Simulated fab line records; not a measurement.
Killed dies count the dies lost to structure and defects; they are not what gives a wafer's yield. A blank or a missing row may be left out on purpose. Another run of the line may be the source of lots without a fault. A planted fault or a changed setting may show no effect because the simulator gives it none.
What tool caused it?    flow gf180mcu    13 lots with 39 wafers sampled at 4 steps, on a route of 602 steps

## WHAT EACH GAUGE READ, for each wafer
GF_POLY_GATE_THK_MEAS_01.
lot   measured      on             POLY_GATE_CVD_00_THK (nm)
L335  day 8 16:14   film metro-03  201.3 200.2 200.6
L336  day 8 16:16   film metro-02  204.9 203.9 204.3
L339  day 9 17:58   film metro-04  200.6 201.3 202.9
L340  day 9 17:58   film metro-02  205.8 204.7 205.5
L341  day 10 03:26  film metro-02  200.3 200.9 200.0
L344  day 11 00:19  film metro-04  199.5 199.2 198.8
L345  day 11 06:06  film metro-02  200.8 201.7 202.1
L351  day 13 02:30  film metro-04  201.1 202.4 202.3
L352  day 13 05:49  film metro-03  202.8 201.3 200.2
L354  day 13 23:05  film metro-02  202.7 201.7 201.9
L355  day 14 05:44  film metro-03  202.6 200.9 199.5
L357  day 14 18:33  film metro-04  204.5 202.4 203.7
L358  day 15 02:58  film metro-03  199.0 200.0 199.7

GF_PSD_RS_MEAS_14: the measuring method here is four-point-probe.
lot   measured      on             NSD_RS (ohm/sq)
L335  day 14 13:41  film metro-04  45.77 45.81 45.70
L336  day 14 10:58  film metro-03  45.53 45.59 45.47
L339  day 15 17:01  film metro-01  45.87 45.83 45.85
L340  day 15 18:55  film metro-04  45.73 45.68 45.67
L341  day 16 05:22  film metro-03  45.71 45.66 45.61
L344  day 17 07:13  film metro-04  41.95 41.92 41.91
L345  day 17 15:16  film metro-03  41.77 41.70 41.64
L351  day 19 22:35  film metro-04  45.74 45.82 45.81
L352  day 20 00:57  film metro-03  45.61 45.67 45.65
L354  day 21 00:08  film metro-01  45.67 45.80 45.80
L355  day 21 04:17  film metro-04  45.80 45.76 45.68
L357  day 21 23:25  film metro-01  45.88 45.87 45.87
L358  day 22 05:53  film metro-01  45.78 45.97 45.89

GF_PSD_RS_MEAS_15: the measuring method here is four-point-probe.
lot   measured      on             PSD_RS (ohm/sq)
L335  day 14 13:49  film metro-04  108.8 108.4 108.7
L336  day 14 11:05  film metro-03  107.8 108.6 107.9
L339  day 15 17:08  film metro-01  109.0 108.9 108.9
L340  day 15 19:02  film metro-04  108.6 108.6 108.8
L341  day 16 05:29  film metro-03  108.3 108.2 108.4
L344  day 17 07:20  film metro-04  101.6 101.3 101.5
L345  day 17 15:23  film metro-03  100.5 101.1 100.9
L351  day 19 22:43  film metro-04  108.9 108.6 109.0
L352  day 20 01:04  film metro-03  108.3 107.9 108.1
L354  day 21 00:16  film metro-01  108.9 108.5 108.9
L355  day 21 04:25  film metro-04  108.9 108.7 108.6
L357  day 21 23:32  film metro-01  108.6 108.4 108.8
L358  day 22 06:00  film metro-01  108.9 109.0 108.9

## TOOL THAT RAN EACH LOT (tool first, then ch and the chambers of the sampled wafers, then the start)
lot   GF_PSD_RTA_13
L335  rtp anneal-02 ch 0, day 14 13:36
L336  rtp anneal-01 ch 0, day 14 10:51
L339  rtp anneal-02 ch 0, day 15 16:56
L340  rtp anneal-01 ch 0, day 15 18:49
L341  rtp anneal-02 ch 0, day 16 05:16
L344  rtp anneal-01 ch 0, day 17 07:07
L345  rtp anneal-01 ch 0, day 17 15:10
L351  rtp anneal-01 ch 0, day 19 22:31
L352  rtp anneal-01 ch 0, day 20 00:52
L354  rtp anneal-02 ch 0, day 21 00:03
L355  rtp anneal-01 ch 0, day 21 04:12
L357  rtp anneal-01 ch 0, day 21 23:19
L358  rtp anneal-01 ch 0, day 22 05:44
- GF_PSD_RTA_13: time 20 s.

## WHAT THE TOOLS THEMSELVES READ (means of the sampled wafers that have a number; where no wafer has one, the mark that the record gives instead)
GF_PSD_RTA_13.
lot   tool           lamp power pct (%)  run length s (s)  wafer_temp_C_max
L335  rtp anneal-02  28.3                48.9              1028.6
L336  rtp anneal-01  33.5                49.3              1029.0
L339  rtp anneal-02  28.2                48.6              1028.0
L340  rtp anneal-01  33.5                49.2              1028.4
L341  rtp anneal-02  28.2                48.7              1028.1
L344  rtp anneal-01  33.5                71.2              1028.4
L345  rtp anneal-01  33.5                71.2              1028.5
L351  rtp anneal-01  33.5                49.4              1029.2
L352  rtp anneal-01  33.5                49.3              1029.4
L354  rtp anneal-02  28.2                48.7              1028.4
L355  rtp anneal-01  33.5                49.1              1028.2
L357  rtp anneal-01  33.5                49.2              1028.2
L358  rtp anneal-01  33.5                49.2              1029.1

## THE ANSWER, worked out from the rows above alone
Rule: the lots themselves supply what counts as usual. The widest of any qualifying gaps counts: lots, ordered by their means at a reading, are off when they make up no more than a third of the lots, leave a main group of 4 or more, and stand apart from it by 3 or more times the standard deviation of that group's means. If all means in a main group match to the digits the tables above print for the reading, that group is not used. A lot without any number at a reading at which 4 lots or more have one is off too. Any other lot the step has rows for is counted as sound. After the gauges, taken in route order, come the tools' own readings; for these a lot's mean is taken, as printed above. The first step at which some lot is off is used, and at that step the reading that is off furthest; a lot without a number counts as furthest.
Off: L344, L345, at GF_PSD_RS_MEAS_14 (NSD_RS). The main group: mean 45.74 ohm/sq, standard deviation 0.1.
A tool fits if, at a process step before that reading, it ran every lot that is off, and no sound lot after the first of them. The gauges at GF_PSD_RS_MEAS_14 aren't tried: what is off there is off at GF_PSD_RTA_13 too, on other tools, and a gauge's error can't cause that. Not one of the candidates tried fits.

## WHAT THE SIMULATOR PUT IN
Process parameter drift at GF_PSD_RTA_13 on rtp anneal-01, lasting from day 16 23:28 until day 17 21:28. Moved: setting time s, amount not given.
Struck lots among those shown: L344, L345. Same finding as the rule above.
